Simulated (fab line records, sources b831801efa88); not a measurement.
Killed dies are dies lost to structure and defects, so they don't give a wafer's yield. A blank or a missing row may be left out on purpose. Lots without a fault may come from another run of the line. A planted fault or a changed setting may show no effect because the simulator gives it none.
A struck lot beside a sound one | flow gf180mcu | 15 steps out of a route of 602
Sound: wafers L199.2, L199.5, L199.6. Struck: wafers L210.1, L210.3, L210.4. The cause comes at the end.
At each step with rows: each side's tool, then ch and its chambers, then its first start. Under that, the readings that differ: sound wafers | struck wafers | difference of the means | sigmas: that difference in standard deviations of wafers without a fault.
alike: readings whose means differ by less than 2 such deviations, and words and numbers that are the same on both sides. not compared: withheld readings, readings that some wafer has no value for, bounds like >300 that may hide the same value, and numbers for which the record gives no deviation and whose values overlap.
The two part at a step that has a row with sigmas, a row that says differs or no value, or rows on one side only. Numbers that don't overlap but have no deviation are shown without sigmas and don't part them. A reading that every wafer of one side lacks parts them only if that side has two wafers or more.

first, 2 steps without rows for these wafers: GF_HV_LDD_PEB_44; GF_HV_LDD_DEVELOP_45 (develop time 60 s).
GF_HV_LDD_CD_MEAS_46: target cd 400 nm.
  sound on cd_sem-02, day 12 16:20; struck on cd_sem-02, day 16 13:30
  reading    | sound             | struck            | difference | sigmas
  cd_nm (nm) | 401.7 402.9 403.9 | 394.9 396.3 396.6 | -6.9       | -3
GF_HV_LDD_OVL_MEAS_47:
  sound on overlay-02, day 12 16:26; struck on overlay-01, day 16 13:37
  alike: HV_LDD_03_OVL
then, 1 step without rows for these wafers: GF_HV_LDD_IMPLANT_48.
GF_HV_LDD_STRIP_49: strips in O2/N2.
  sound on plasma_asher-01 ch 0,1, day 12 16:37; struck on plasma_asher-01 ch 0,1, day 16 13:49
  alike: drypump_motor_current_A, heater_power_w, oes_product_au, platen_temp_c, strip_time_to_endpoint_s
  not compared: rf_hours_counter_h
GF_HV_LDD_TW_MEAS_50:
  sound on film_metro-01, day 12 16:44; struck on film_metro-03, day 16 13:55
  reading     | sound       | struck      | difference | sigmas
  HV_LDD_4_TW | 578 579 576 | 560 559 564 | -17        | -2
then, 1 step without rows for these wafers: GF_HV_LDD_CLEAN_51 (cleans in SC1/SC2, time 150 s).
GF_HV_LDD_RTA_52: time 10 s.
  sound on rtp_anneal-01 ch 0, day 12 16:50; struck on rtp_anneal-01 ch 0, day 16 14:05
  alike: lamp_power_pct, wafer_temp_C_max
GF_HV_LDD_RS_MEAS_53: measures by four-point-probe.
  sound on film_metro-04, day 12 16:55; struck on film_metro-03, day 16 14:08
  alike: HV_LDD_RS
then, 1 step without rows for these wafers: GF_HV_LDD_CVD_54 (deposits SiO2 from TEOS, target thk 10 nm, time 75 s).
GF_HV_LDD_THK_MEAS_55:
  sound on film_metro-01, day 12 18:03; struck on film_metro-03, day 16 15:17
  alike: HV_LDD_CVD_54_THK
GF_HV_LDD_CVD_56: deposits Si3N4 from DCS/NH3, target thk 90 nm, time 1543 s.
  sound on lpcvd-02 ch 1, day 12 18:06; struck on lpcvd-01 ch 0, day 16 15:21
  reading                   | sound             | struck            | difference | sigmas
  spike_tc_centre_C (C)     | 769.8 772.7 771.5 | 776.6 774.4 774.8 | +3.9       | +3
  spike_tc_upper_C (C)      | 767.3 769.9 769.6 | 736.8 736.8 736.3 | -32.3      | -27
  zone_power_centre_pct (%) | 14.0 14.0 14.1    | 18.3 18.2 18.2    | +4.2       | +9
  zone_power_upper_pct (%)  | 13.3 13.7 13.4    | 3.6 3.6 3.6       | -9.9       | -11
GF_HV_LDD_THK_MEAS_57:
  sound on film_metro-04, day 12 19:32; struck on film_metro-04, day 16 16:46
  alike: HV_LDD_CVD_56_THK
-- the record jumps here: 16 days lie between the struck wafers' starts before and after (it left off in module HV_LDD and takes up again in module PASSIVATION, whose first step shown is number 602 of the route) --
GF_PASSIVATION_PROBE_99:
  the record has rows for the struck wafers here (prober-02, day 32 14:54) and none for the sound ones

WHERE THEY PART
First at GF_HV_LDD_CD_MEAS_46; last, within this record, at GF_PASSIVATION_PROBE_99.

WHY: what the simulator had put in
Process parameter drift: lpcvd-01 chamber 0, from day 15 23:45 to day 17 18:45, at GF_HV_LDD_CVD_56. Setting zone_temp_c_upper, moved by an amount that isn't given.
